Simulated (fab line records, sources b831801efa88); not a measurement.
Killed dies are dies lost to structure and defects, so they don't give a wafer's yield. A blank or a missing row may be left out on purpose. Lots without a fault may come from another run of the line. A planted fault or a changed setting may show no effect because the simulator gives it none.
A struck lot beside a sound one | flow gf180mcu | 16 steps out of a route of 602
Sound: wafers L528.2, L528.4, L528.6. Struck: wafers L534.1, L534.3, L534.4. The cause comes at the end.
At each step with rows: each side's tool, then ch and its chambers, then its first start. Under that, the readings that differ: sound wafers | struck wafers | difference of the means | sigmas: that difference in standard deviations of wafers without a fault.
alike: readings whose means differ by less than 2 such deviations, and words and numbers that are the same on both sides. not compared: withheld readings, readings that some wafer has no value for, bounds like >300 that may hide the same value, and numbers for which the record gives no deviation and whose values overlap.
The two part at a step that has a row with sigmas, a row that says differs or no value, or rows on one side only. Numbers that don't overlap but have no deviation are shown without sigmas and don't part them. A reading that every wafer of one side lacks parts them only if that side has two wafers or more.

first, 6 steps without rows for these wafers: GF_M1_HMDS_08 (prime time 60 s); GF_M1_COAT_09 (resist thk 1000 nm); GF_M1_SOFTBAKE_10 (time 60 s); GF_M1_EXPOSE_11 (exposes mask Metal1, target cd 230 nm); GF_M1_PEB_12 (peb time 90 s); GF_M1_DEVELOP_13 (develop time 60 s).
GF_M1_CD_MEAS_14: target cd 230 nm.
  sound on cd_sem-02, day 19 03:32; struck on cd_sem-02, day 21 09:50
  alike: cd_nm
GF_M1_OVL_MEAS_15:
  sound on overlay-01, day 19 03:39; struck on overlay-01, day 21 09:57
  alike: M1_OVL
GF_M1_METAL_ETCH_16: etches the open film in Cl2/BCl3, stops on SiO2, target depth 627.5 nm, time 104.6 s.
  sound on rie_metal-03 ch 0,1, day 19 03:41; struck on rie_metal-03 ch 0,1, day 21 09:59
  alike: drypump_motor_current_A, oes_product_au, throttle_valve_pct
  not compared: rf_hours_counter_h
GF_M1_STRIP_17: strips in O2/N2.
  sound on plasma_asher-01 ch 0, day 19 03:47; struck on plasma_asher-04 ch 0,1, day 21 10:05
  alike: drypump_motor_current_A, heater_power_w, oes_product_au, strip_time_to_endpoint_s
  not compared: rf_hours_counter_h
then, 2 steps without rows for these wafers: GF_M1_STRIP_18 (strips in post etch residue remover, time 1200 s); GF_M1_CLEAN_19 (cleans in DIW).
GF_V1_CVD_00: deposits SiO2, target thk 600 nm, time 100 s.
  sound on hdpcvd-01 ch 1,2, day 19 04:19; struck on hdpcvd-01 ch 0,1, day 21 10:40
GF_V1_THK_MEAS_01:
  sound on film_metro-02, day 19 04:24; struck on film_metro-03, day 21 10:58
  reading            | sound       | struck      | difference | sigmas
  V1_CVD_00_THK (nm) | 605 605 592 | 521 531 532 | -73        | -10
  not compared: hold
GF_V1_CVD_02: deposits SiO2 from TEOS, target thk 850 nm, time 94.851 s.
  sound on pecvd-03 ch 0,1,2, day 19 04:27; struck on pecvd-01 ch 0,1, day 21 13:51
  reading | sound | struck                                                                     | difference                   | sigmas
  hold    | - - - | await_dispo/2.8h/release await_dispo/2.8h/release await_dispo/2.8h/release | no value on the sound wafers |
  alike: heater_power_w
GF_PASSIVATION_PROBE_99:
  the record has rows for the sound wafers here (prober-01, day 30 15:32) and none for the struck ones

WHERE THEY PART
First at GF_V1_THK_MEAS_01; last, within this record, at GF_PASSIVATION_PROBE_99.

WHY: what the simulator had put in
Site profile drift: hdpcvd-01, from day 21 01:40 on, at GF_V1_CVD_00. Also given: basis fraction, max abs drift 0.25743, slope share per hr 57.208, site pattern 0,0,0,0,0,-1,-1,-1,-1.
